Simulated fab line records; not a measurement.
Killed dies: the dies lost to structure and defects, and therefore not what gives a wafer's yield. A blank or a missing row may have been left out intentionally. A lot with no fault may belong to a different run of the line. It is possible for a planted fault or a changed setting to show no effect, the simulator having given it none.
Shared-tool check	flow sky130	12 lots and 36 wafers in the sample

## REASON FOR OPENING
Flagged at SKY_SD_N_CD_MEAS_07: reading cdNm, on 1 of 12 lots. No-fault wafers: 380.0 nm, standard deviation 2.5.
Rule: a lot gets a flag if all its wafers with a number sit over 4 standard deviations from that mean, or if no wafer of it has a number. All remaining lots are regarded as sound.

lot	measured	on	cdNm (nm), wafer by wafer	flag
L785	day 28 01:02	cdSem-02	380.6 378.0 381.3	
L787	day 28 11:59	cdSem-02	382.0 378.6 378.5	
L788	day 28 17:08	cdSem-01	379.3 377.5 376.1	
L791	day 29 19:11	cdSem-02	339.2 341.6 337.0	FLAGGED
L794	day 31 09:59	cdSem-02	383.2 383.4 383.8	
L799	day 33 11:16	cdSem-01	378.5 379.2 379.4	
L800	day 33 13:23	cdSem-02	381.9 380.7 383.4	
L801	day 33 23:00	cdSem-01	382.0 379.4 382.2	
L803	day 34 04:36	cdSem-01	384.6 383.0 382.9	
L805	day 34 14:01	cdSem-01	377.6 378.3 375.7	
L806	day 34 17:37	cdSem-01	382.9 382.6 381.7	
L808	day 35 11:02	cdSem-02	379.6 379.4 380.1	
The mean of the flagged lots' numbers is 339.3 nm, -40.7 nm from the usual (-16 standard deviations).

## LOT BY LOT: THE TOOL USED
The record keeps 1 process step preceding the reading, out of 708 steps on the route. Cell contents, in order: the tool; ch with the chambers the sampled wafers went through; the start.
lot	flag	SKY_SD_N_EXPOSE_04
L785		ilineStepper-02 ch 0, day 27 10:50
L787		ilineStepper-01 ch 0, day 27 22:02
L788		ilineStepper-01 ch 0, day 28 02:56
L791	FLAGGED	ilineStepper-02 ch 0, day 29 05:13
L794		ilineStepper-01 ch 0, day 30 20:58
L799		ilineStepper-02 ch 0, day 32 21:13
L800		ilineStepper-02 ch 0, day 33 00:05
L801		ilineStepper-02 ch 0, day 33 09:48
L803		ilineStepper-02 ch 0, day 33 15:22
L805		ilineStepper-02 ch 0, day 34 01:22
L806		ilineStepper-02 ch 0, day 34 04:25
L808		ilineStepper-02 ch 0, day 34 22:10
What the steps here do:
- SKY_SD_N_EXPOSE_04: exposes mask NSDM, target cd 380 nm.
- SKY_SD_N_CD_MEAS_07: target cd 380 nm.

## FLAGGED AGAINST TOTAL, ONE TOOL AT A TIME (gauges that did the reading follow at the end)
step	tool	lots run	flagged	share of the flagged lots	sound lots run after its first flagged lot
SKY_SD_N_EXPOSE_04	ilineStepper-01	3	0	none	-
SKY_SD_N_EXPOSE_04	ilineStepper-02	9	1	all	7 (L799,L800,L801,L803,L805,L806,L808)
SKY_SD_N_CD_MEAS_07	cdSem-01	6	0	none	-
SKY_SD_N_CD_MEAS_07	cdSem-02	6	1	all	3 (L794,L800,L808)

## WHAT THE TABLE ALLOWS
Every flagged lot went through 2 rows of the table: ilineStepper-02 at SKY_SD_N_EXPOSE_04 and cdSem-02 at SKY_SD_N_CD_MEAS_07.
- ilineStepper-02 at SKY_SD_N_EXPOSE_04: 1 of its 9 lots flagged. After the first flagged lot (L799, L800, L801, L803, L805, L806, L808), sound lots still ran on it; a lasting fault on the whole tool would not permit that.
- cdSem-02 at SKY_SD_N_CD_MEAS_07: 1 of its 6 lots flagged. After the first flagged lot (L794, L800, L808), sound lots still ran on it; a lasting fault on the whole tool would not permit that.
None of the table's rows ran every flagged lot and, after the first, no sound lot.

## WHAT HAD BEEN PUT IN BY THE SIMULATOR
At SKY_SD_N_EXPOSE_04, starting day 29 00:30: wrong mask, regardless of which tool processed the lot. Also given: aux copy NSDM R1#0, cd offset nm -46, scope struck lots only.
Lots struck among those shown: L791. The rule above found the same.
